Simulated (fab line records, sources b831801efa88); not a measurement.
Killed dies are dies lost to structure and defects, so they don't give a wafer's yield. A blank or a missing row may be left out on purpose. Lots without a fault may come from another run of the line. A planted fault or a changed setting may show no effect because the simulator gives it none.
Chamber matching | flow sky130 | SKY_VIA1_ETCH_15 on rie_diel-02: 3 sister chambers
The step etches SiO2 in C4F8/O2/Ar, stops on TiN, target depth 351 nm, time 54 s. 6 wafers are shown with their chamber, then 7 later ones without.

WAFERS WITH THEIR CHAMBER
wafer  | chamber | oes_product_au (a.u.) | rf_fwd_power_W (W)
L085.1 | 0       | 0.982                 | 1487
L085.3 | 3       | 0.967                 | 1494
L088.4 | 0       | 0.977                 | 1490
L088.5 | 2       | 0.983                 | 1480
L091.2 | 2       | 0.982                 | 1496
L091.4 | 3       | 0.988                 | 1489

WAFERS WITHOUT THEIR CHAMBER
wafer  | oes_product_au (a.u.) | rf_fwd_power_W (W)
L091.5 | 0.976                 | 1490
L092.4 | 0.982                 | 1489
L094.3 | 0.981                 | 1491
L094.4 | 0.987                 | 1495
L094.5 | 0.978                 | 1492
L095.2 | 0.984                 | 1490
L095.4 | 0.983                 | 1492

WHICH CHAMBER EACH WENT THROUGH
wafer  | from the rows above          | in truth
L091.5 | can't be placed: 3 or 0 or 2 | 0
L092.4 | can't be placed: 2 or 0 or 3 | 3
L094.3 | can't be placed: 0 or 3 or 2 | 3
L094.4 | can't be placed: 2 or 3 or 0 | 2
L094.5 | can't be placed: 3 or 0 or 2 | 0
L095.2 | can't be placed: 2 or 0 or 3 | 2
L095.4 | can't be placed: 2 or 3 or 0 | 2
Placed correctly: 0 of 7. Can't be placed from these rows: 7 (the true chamber is among the candidates in 7). Placed wrongly: 0.
How it was worked out, from the rows above alone: a wafer's distance from a chamber is the root of the sum, over the readings, of the square of ((its reading less the chamber's mean) divided by the reading's scatter). The wafer belongs to the nearest chamber; if the next one is less than 2 further off, it can't be placed. A chamber's mean is the mean of its shown wafers. The scatter: the root of (the sum of the squares of (reading less its chamber's mean) over the shown wafers, divided by (wafers less chambers)).
